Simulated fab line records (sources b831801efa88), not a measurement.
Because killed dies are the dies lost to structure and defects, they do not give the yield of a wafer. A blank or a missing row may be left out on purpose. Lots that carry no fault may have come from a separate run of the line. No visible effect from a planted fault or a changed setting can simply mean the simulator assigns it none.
What tool caused it? / flow gf180mcu / 14 lots with 42 wafers sampled at 3 steps, on a route of 602 steps

## WHAT EACH GAUGE READ, for each wafer
GF_HV_LDD_OVL_MEAS_47.
lot=L586; measured=day 12 10:57; on=overlay-02; HV_LDD_03_OVL (nm)=1.1 -0.3 -0.3
lot=L587; measured=day 12 16:26; on=overlay-02; HV_LDD_03_OVL (nm)=-0.5 0.1 0.0
lot=L588; measured=day 12 19:23; on=overlay-02; HV_LDD_03_OVL (nm)=2.1 0.5 2.2
lot=L589; measured=day 13 07:26; on=overlay-01; HV_LDD_03_OVL (nm)=1.3 0.7 1.7
lot=L590; measured=day 13 12:11; on=overlay-01; HV_LDD_03_OVL (nm)=-0.3 2.0 2.0
lot=L591; measured=day 13 23:50; on=overlay-01; HV_LDD_03_OVL (nm)=-1.1 1.0 -0.5
lot=L596; measured=day 15 17:29; on=overlay-01; HV_LDD_03_OVL (nm)=0.0 2.6 -0.5
lot=L598; measured=day 16 13:38; on=overlay-01; HV_LDD_03_OVL (nm)=3.3 2.5 0.1
lot=L599; measured=day 16 18:01; on=overlay-01; HV_LDD_03_OVL (nm)=-0.3 0.1 0.2
lot=L602; measured=day 17 18:52; on=overlay-01; HV_LDD_03_OVL (nm)=-0.5 0.2 0.3
lot=L604; measured=day 18 10:34; on=overlay-01; HV_LDD_03_OVL (nm)=1.0 -0.1 1.1
lot=L605; measured=day 18 20:34; on=overlay-01; HV_LDD_03_OVL (nm)=-0.8 1.2 -0.5
lot=L608; measured=day 20 06:46; on=overlay-01; HV_LDD_03_OVL (nm)=1.6 1.7 -0.9
lot=L609; measured=day 20 08:13; on=overlay-02; HV_LDD_03_OVL (nm)=1.9 0.3 -0.6

## WHICH TOOL RAN EACH LOT (tool, then ch and the chambers of the sampled wafers, then the start)
lot=L586; GF_POLY_GATE_STRIP_14=plasma-asher-03 ch 0,1, day 9 05:12; GF_HV_LDD_IMPLANT_34=implanter-02 ch 0, day 11 15:22
lot=L587; GF_POLY_GATE_STRIP_14=plasma-asher-02 ch 0,1, day 9 11:20; GF_HV_LDD_IMPLANT_34=implanter-02 ch 0, day 11 21:40
lot=L588; GF_POLY_GATE_STRIP_14=plasma-asher-04 ch 0,1, day 9 13:20; GF_HV_LDD_IMPLANT_34=implanter-02 ch 0, day 11 23:30
lot=L589; GF_POLY_GATE_STRIP_14=plasma-asher-02 ch 0,1, day 10 01:49; GF_HV_LDD_IMPLANT_34=implanter-04 ch 0, day 12 11:49
lot=L590; GF_POLY_GATE_STRIP_14=plasma-asher-04 ch 0,1, day 10 06:13; GF_HV_LDD_IMPLANT_34=implanter-03 ch 0, day 12 15:58
lot=L591; GF_POLY_GATE_STRIP_14=plasma-asher-04 ch 0,1, day 10 16:20; GF_HV_LDD_IMPLANT_34=implanter-02 ch 0, day 13 03:49
lot=L596; GF_POLY_GATE_STRIP_14=plasma-asher-04 ch 0,1, day 12 04:44; GF_HV_LDD_IMPLANT_34=implanter-02 ch 0, day 14 20:01
lot=L598; GF_POLY_GATE_STRIP_14=plasma-asher-02 ch 0,1, day 12 20:45; GF_HV_LDD_IMPLANT_34=implanter-02 ch 0, day 15 14:32
lot=L599; GF_POLY_GATE_STRIP_14=plasma-asher-04 ch 0,1, day 13 02:46; GF_HV_LDD_IMPLANT_34=implanter-02 ch 0, day 15 18:43
lot=L602; GF_POLY_GATE_STRIP_14=plasma-asher-04 ch 0,1, day 13 23:19; GF_HV_LDD_IMPLANT_34=implanter-03 ch 0, day 16 19:07
lot=L604; GF_POLY_GATE_STRIP_14=plasma-asher-03 ch 0,1, day 14 14:04; GF_HV_LDD_IMPLANT_34=implanter-04 ch 0, day 17 10:55
lot=L605; GF_POLY_GATE_STRIP_14=plasma-asher-02 ch 0,1, day 14 22:17; GF_HV_LDD_IMPLANT_34=implanter-03 ch 0, day 17 20:28
lot=L608; GF_POLY_GATE_STRIP_14=plasma-asher-04 ch 0,1, day 16 06:45; GF_HV_LDD_IMPLANT_34=implanter-04 ch 0, day 19 06:49
lot=L609; GF_POLY_GATE_STRIP_14=plasma-asher-02 ch 1, day 16 08:43; GF_HV_LDD_IMPLANT_34=implanter-02 ch 0, day 19 08:46
- GF_POLY_GATE_STRIP_14: strips in O2/N2.
- GF_HV_LDD_IMPLANT_34

## WHAT THE TOOLS THEMSELVES READ (means of the sampled wafers that have a number; where no wafer has one, the mark that the record gives instead)
GF_POLY_GATE_STRIP_14.
lot=L586; tool=plasma-asher-03; drypump-motor-current-A (A)=5.1; heater-power-w (W)=335; o2-flow-sccm (sccm)=2996; oes-product-au (a.u.)=0.507
lot=L587; tool=plasma-asher-02; drypump-motor-current-A (A)=5.6; heater-power-w (W)=364; o2-flow-sccm (sccm)=2997; oes-product-au (a.u.)=0.504
lot=L588; tool=plasma-asher-04; drypump-motor-current-A (A)=6.2; heater-power-w (W)=313; o2-flow-sccm (sccm)=3003; oes-product-au (a.u.)=0.503
lot=L589; tool=plasma-asher-02; drypump-motor-current-A (A)=5.6; heater-power-w (W)=359; o2-flow-sccm (sccm)=2985; oes-product-au (a.u.)=0.504
lot=L590; tool=plasma-asher-04; drypump-motor-current-A (A)=6.2; heater-power-w (W)=310; o2-flow-sccm (sccm)=2999; oes-product-au (a.u.)=0.506
lot=L591; tool=plasma-asher-04; drypump-motor-current-A (A)=5.9; heater-power-w (W)=328; o2-flow-sccm (sccm)=3013; oes-product-au (a.u.)=0.508
lot=L596; tool=plasma-asher-04; drypump-motor-current-A (A)=5.8; heater-power-w (W)=333; o2-flow-sccm (sccm)=3003; oes-product-au (a.u.)=0.509
lot=L598; tool=plasma-asher-02; drypump-motor-current-A (A)=5.6; heater-power-w (W)=361; o2-flow-sccm (sccm)=2998; oes-product-au (a.u.)=0.508
lot=L599; tool=plasma-asher-04; drypump-motor-current-A (A)=5.9; heater-power-w (W)=329; o2-flow-sccm (sccm)=2996; oes-product-au (a.u.)=0.503
lot=L602; tool=plasma-asher-04; drypump-motor-current-A (A)=6.2; heater-power-w (W)=306; o2-flow-sccm (sccm)=2993; oes-product-au (a.u.)=0.501
lot=L604; tool=plasma-asher-03; drypump-motor-current-A (A)=5.2; heater-power-w (W)=336; o2-flow-sccm (sccm)=3004; oes-product-au (a.u.)=0.504
lot=L605; tool=plasma-asher-02; drypump-motor-current-A (A)=5.6; heater-power-w (W)=391; o2-flow-sccm (sccm)=3008; oes-product-au (a.u.)=0.505
lot=L608; tool=plasma-asher-04; drypump-motor-current-A (A)=6.2; heater-power-w (W)=313; o2-flow-sccm (sccm)=3010; oes-product-au (a.u.)=0.505
lot=L609; tool=plasma-asher-02; drypump-motor-current-A (A)=5.8; heater-power-w (W)=424; o2-flow-sccm (sccm)=3001; oes-product-au (a.u.)=0.505

GF_HV_LDD_IMPLANT_34.
lot=L586; tool=implanter-02; beam-on-s (s)=10.09; end-station-pressure-torr (Torr)=4.84e-06; faraday-current-uA=42.0
lot=L587; tool=implanter-02; beam-on-s (s)=10.11; end-station-pressure-torr (Torr)=5.20e-06; faraday-current-uA=41.9
lot=L588; tool=implanter-02; beam-on-s (s)=10.13; end-station-pressure-torr (Torr)=4.94e-06; faraday-current-uA=41.6
lot=L589; tool=implanter-04; beam-on-s (s)=9.92; end-station-pressure-torr (Torr)=4.99e-06; faraday-current-uA=42.6
lot=L590; tool=implanter-03; beam-on-s (s)=10.03; end-station-pressure-torr (Torr)=5.12e-06; faraday-current-uA=42.2
lot=L591; tool=implanter-02; beam-on-s (s)=10.17; end-station-pressure-torr (Torr)=4.93e-06; faraday-current-uA=41.6
lot=L596; tool=implanter-02; beam-on-s (s)=10.02; end-station-pressure-torr (Torr)=5.02e-06; faraday-current-uA=42.2
lot=L598; tool=implanter-02; beam-on-s (s)=10.68; end-station-pressure-torr (Torr)=3.99e-05; faraday-current-uA=39.3
lot=L599; tool=implanter-02; beam-on-s (s)=11.01; end-station-pressure-torr (Torr)=4.14e-05; faraday-current-uA=38.2
lot=L602; tool=implanter-03; beam-on-s (s)=9.97; end-station-pressure-torr (Torr)=5.00e-06; faraday-current-uA=42.5
lot=L604; tool=implanter-04; beam-on-s (s)=9.98; end-station-pressure-torr (Torr)=5.29e-06; faraday-current-uA=42.4
lot=L605; tool=implanter-03; beam-on-s (s)=10.28; end-station-pressure-torr (Torr)=5.02e-06; faraday-current-uA=41.0
lot=L608; tool=implanter-04; beam-on-s (s)=9.94; end-station-pressure-torr (Torr)=5.16e-06; faraday-current-uA=42.4
lot=L609; tool=implanter-02; beam-on-s (s)=9.82; end-station-pressure-torr (Torr)=4.90e-06; faraday-current-uA=43.1

## THE ANSWER, worked out from the rows above alone
Rule: what is usual is taken from the lots themselves. The widest of any qualifying gaps counts: lots, ordered by their means at a reading, are off when they make up no more than a third of the lots, leave a main group of 4 or more, and stand apart from it by 3 or more times the standard deviation of that group's means. Not used: any main group whose means are identical at the precision the tables above print for the reading. A lot without any number at a reading at which 4 lots or more have one is off too. Any other lot the step has rows for is counted as sound. First the gauges in route order, then the tools' own readings, where a lot's mean is used as printed above. At the first step where some lot is off, the reading lying furthest off is the one used; lots without a number count as furthest.
Off: L598, L599, at GF_HV_LDD_IMPLANT_34 (end-station-pressure-torr). The main group: mean 5.03e-06 Torr, standard deviation 1.3e-07.
If a tool, at that step or one of the process steps before it, ran each lot that is off and ran no sound lot following the first of them, it fits. Of those tried, none fits.

## WHAT THE SIMULATOR PUT IN
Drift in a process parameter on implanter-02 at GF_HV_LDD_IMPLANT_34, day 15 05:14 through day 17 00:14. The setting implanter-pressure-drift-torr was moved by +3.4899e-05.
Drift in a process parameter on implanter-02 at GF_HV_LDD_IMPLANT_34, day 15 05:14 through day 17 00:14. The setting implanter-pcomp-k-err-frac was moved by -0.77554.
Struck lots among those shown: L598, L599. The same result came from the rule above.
